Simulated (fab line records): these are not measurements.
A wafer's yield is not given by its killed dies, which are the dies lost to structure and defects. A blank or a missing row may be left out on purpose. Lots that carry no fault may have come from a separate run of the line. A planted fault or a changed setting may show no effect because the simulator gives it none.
Which tool did it? ; flow gf180mcu ; 33 wafers from 11 lots sampled at 7 of the route's 602 steps

WHAT EACH GAUGE READ, for each wafer
GF_POLY_GATE_THK_MEAS_01.
lot;measured;on;POLY_GATE_CVD_00_THK (nm)
L867;day 10 00:10;film-metro-01;201.6 201.7 201.9
L868;day 10 01:53;film-metro-03;196.8 197.3 197.0
L869;day 10 10:10;film-metro-04;196.8 195.3 196.2
L870;day 10 20:05;film-metro-03;198.5 197.1 198.0
L872;day 11 04:58;film-metro-01;199.1 200.6 197.9
L876;day 12 14:23;film-metro-01;200.9 200.8 201.4
L878;day 13 01:35;film-metro-01;199.0 197.4 199.5
L880;day 13 16:24;film-metro-03;203.2 200.5 202.9
L881;day 13 23:51;film-metro-04;196.3 199.2 198.0
L883;day 14 10:02;film-metro-03;200.1 200.6 198.5
L885;day 15 04:16;film-metro-03;203.2 202.4 200.9

GF_POLY_GATE_OVL_MEAS_11.
lot;measured;on;POLY_GATE_OVL (nm)
L867;day 10 18:04;overlay-01;5 2 -5
L868;day 10 20:08;overlay-02;4 -3 1
L869;day 11 04:07;overlay-01;-1 -6 2
L870;day 11 13:34;overlay-02;-2 -5 -3
L872;day 11 23:43;overlay-02;0 -4 2
L876;day 13 10:11;overlay-02;3 2 11
L878;day 13 21:46;overlay-01;-5 0 -8
L880;day 14 13:46;overlay-01;1 2 0
L881;day 14 21:25;overlay-01;-1 -1 0
L883;day 15 07:41;overlay-01;-6 -9 -1
L885;day 16 01:14;overlay-01;-1 -5 -5

GF_HV_LDD_OVL_MEAS_32.
lot;measured;on;HV_LDD_02_OVL (nm)
L867;day 13 04:37;overlay-01;-0.5 1.1 0.1
L868;day 13 09:20;overlay-01;1.6 -0.5 -0.5
L869;day 13 19:22;overlay-02;-2.6 -0.2 -0.7
L870;day 14 04:11;overlay-02;1.7 0.2 -0.1
L872;day 14 14:40;overlay-02;1.5 -1.2 0.8
L876;day 16 03:14;overlay-02;-1.0 -1.0 -1.4
L878;day 16 16:07;overlay-02;0.8 -1.0 -1.8
L880;day 17 10:04;overlay-02;-0.9 -0.7 -1.5
L881;day 17 20:01;overlay-02;-0.4 -1.3 -1.8
L883;day 18 06:14;overlay-02;-0.5 1.1 1.7
L885;day 19 03:07;overlay-01;0.0 -1.9 -2.6

GF_NSD_TW_MEAS_12.
lot;measured;on;NSD_TW
L867;day 15 01:57;film-metro-01;4174 4180 4164
L868;day 15 09:01;film-metro-02;4245 4229 4240
L869;day 15 17:56;film-metro-04;4256 4254 4245
L870;day 16 02:51;film-metro-02;4225 4253 4241
L872;day 16 14:04;film-metro-01;4166 4173 4171
L876;day 18 04:44;film-metro-02;3817 3834 3805
L878;day 18 18:04;film-metro-01;3753 3772 3743
L880;day 19 14:39;film-metro-04;4262 4242 4254
L881;day 19 23:42;film-metro-01;4198 4192 4173
L883;day 20 11:35;film-metro-01;4169 4145 4128
L885;day 21 07:18;film-metro-02;4209 4201 4215

GF_PSD_RS_MEAS_14: uses a four-point probe to measure.
lot;measured;on;NSD_RS (ohm/sq)
L867;day 16 00:21;film-metro-04;46.09 46.18 46.22
L868;day 16 08:13;film-metro-01;46.24 46.20 46.18
L869;day 16 16:47;film-metro-02;46.26 46.10 46.21
L870;day 17 01:19;film-metro-01;46.07 46.04 46.06
L872;day 17 13:08;film-metro-04;46.13 46.18 46.03
L876;day 19 05:23;film-metro-02;96.27 97.44 96.55
L878;day 19 18:27;film-metro-02;95.94 96.77 97.05
L880;day 20 14:46;film-metro-01;46.18 46.19 46.00
L881;day 21 00:00;film-metro-04;46.12 46.12 46.24
L883;day 21 12:14;film-metro-04;46.18 46.10 46.10
L885;day 22 06:49;film-metro-02;46.16 46.24 46.26

WHAT TOOL EACH LOT RAN ON (gives the tool, then ch and the chambers of the sampled wafers, and finally the start)
lot;GF_NSD_IMPLANT_09;GF_NSD_STRIP_11
L867;implanter-01 ch 0, day 15 01:33;plasma-asher-04 ch 0,1, day 15 01:51
L868;implanter-01 ch 0, day 15 08:38;plasma-asher-01 ch 0,1, day 15 08:55
L869;implanter-04 ch 0, day 15 17:34;plasma-asher-03 ch 0,1, day 15 17:50
L870;implanter-03 ch 0, day 16 02:28;plasma-asher-01 ch 0,1, day 16 02:44
L872;implanter-03 ch 0, day 16 13:40;plasma-asher-01 ch 0,1, day 16 13:58
L876;implanter-03 ch 0, day 18 04:22;plasma-asher-04 ch 0,1, day 18 04:38
L878;implanter-03 ch 0, day 18 17:40;plasma-asher-04 ch 0,1, day 18 17:58
L880;implanter-04 ch 0, day 19 14:15;plasma-asher-01 ch 0,1, day 19 14:33
L881;implanter-01 ch 0, day 19 23:18;plasma-asher-01 ch 0,1, day 19 23:36
L883;implanter-04 ch 0, day 20 11:13;plasma-asher-01 ch 0,1, day 20 11:29
L885;implanter-04 ch 0, day 21 06:55;plasma-asher-01 ch 0,1, day 21 07:11
- GF_NSD_IMPLANT_09
- GF_NSD_STRIP_11: strips in O2/N2.

AS READ BY THE TOOLS THEMSELVES (means over the sampled wafers that have a number; for cases with no such wafer, the mark the record gives instead)
GF_NSD_IMPLANT_09.
lot;tool;beam-on-s (s);dose-ions-cm2;end-station-pressure-torr (Torr);faraday-current-uA
L867;implanter-01;16.6;4e+15;1.47e-05;13178
L868;implanter-01;16.2;4e+15;1.39e-05;13385
L869;implanter-04;19.2;4e+15;1.27e-05;11423
L870;implanter-03;18.2;4e+15;1.39e-05;12084
L872;implanter-03;18.2;4e+15;1.34e-05;12070
L876;implanter-03;10.1;4e+14;6.77e-06;2215
L878;implanter-03;10.3;4e+14;6.57e-06;2181
L880;implanter-04;19.3;4e+15;1.25e-05;11355
L881;implanter-01;16.6;4e+15;1.37e-05;13129
L883;implanter-04;19.1;4e+15;1.25e-05;11480
L885;implanter-04;19.0;4e+15;1.28e-05;11558

GF_NSD_STRIP_11.
lot;tool;drypump-motor-current-A (A);heater-power-w (W);oes-product-au (a.u.);strip-time-to-endpoint-s (s)
L867;plasma-asher-04;5.4;312;0.486;22.94
L868;plasma-asher-01;5.9;317;0.484;22.94
L869;plasma-asher-03;5.9;319;0.486;22.95
L870;plasma-asher-01;5.9;298;0.485;22.91
L872;plasma-asher-01;5.9;302;0.493;22.92
L876;plasma-asher-04;5.4;313;0.604;15.64
L878;plasma-asher-04;5.4;316;0.605;15.73
L880;plasma-asher-01;5.9;325;0.485;22.94
L881;plasma-asher-01;5.9;298;0.487;22.94
L883;plasma-asher-01;5.9;300;0.489;23.02
L885;plasma-asher-01;5.9;297;0.488;23.00

THE ANSWER, worked out from the rows above alone
Rule: the usual values come from the lots themselves. Put in order of their means at a reading, lots are off if they are a third of the lots or fewer, leave a main group of 4 or more, and stand apart from it by a gap of 3 or more times the standard deviation of the main group's means; of several such gaps the widest counts. The tables above print the reading to a certain number of digits; a main group whose means all agree to those digits is not used. Also off: a lot with no number at a reading for which 4 or more lots have one. All remaining lots with rows at the step are treated as sound. First the gauges in route order, then the tools' own readings, where a lot's mean is used as printed above. The first step at which some lot is off is used, and at that step the reading that is off furthest; a lot without a number counts as furthest.
Off: at GF_NSD_TW_MEAS_12 (NSD_TW), L876, L878. For the main group the mean is 4208 and the standard deviation 37.
A tool fits if, at a process step before that reading, it ran every lot that is off, and no sound lot after the first of them. The gauges at GF_NSD_TW_MEAS_12 aren't tried: what is off there is off at GF_NSD_IMPLANT_09 too, on other tools, and a gauge's error can't cause that. Can't be told from this: 2 tools fit, implanter-03 at GF_NSD_IMPLANT_09, plasma-asher-04 at GF_NSD_STRIP_11.

WHAT WAS PUT IN BY THE SIMULATOR
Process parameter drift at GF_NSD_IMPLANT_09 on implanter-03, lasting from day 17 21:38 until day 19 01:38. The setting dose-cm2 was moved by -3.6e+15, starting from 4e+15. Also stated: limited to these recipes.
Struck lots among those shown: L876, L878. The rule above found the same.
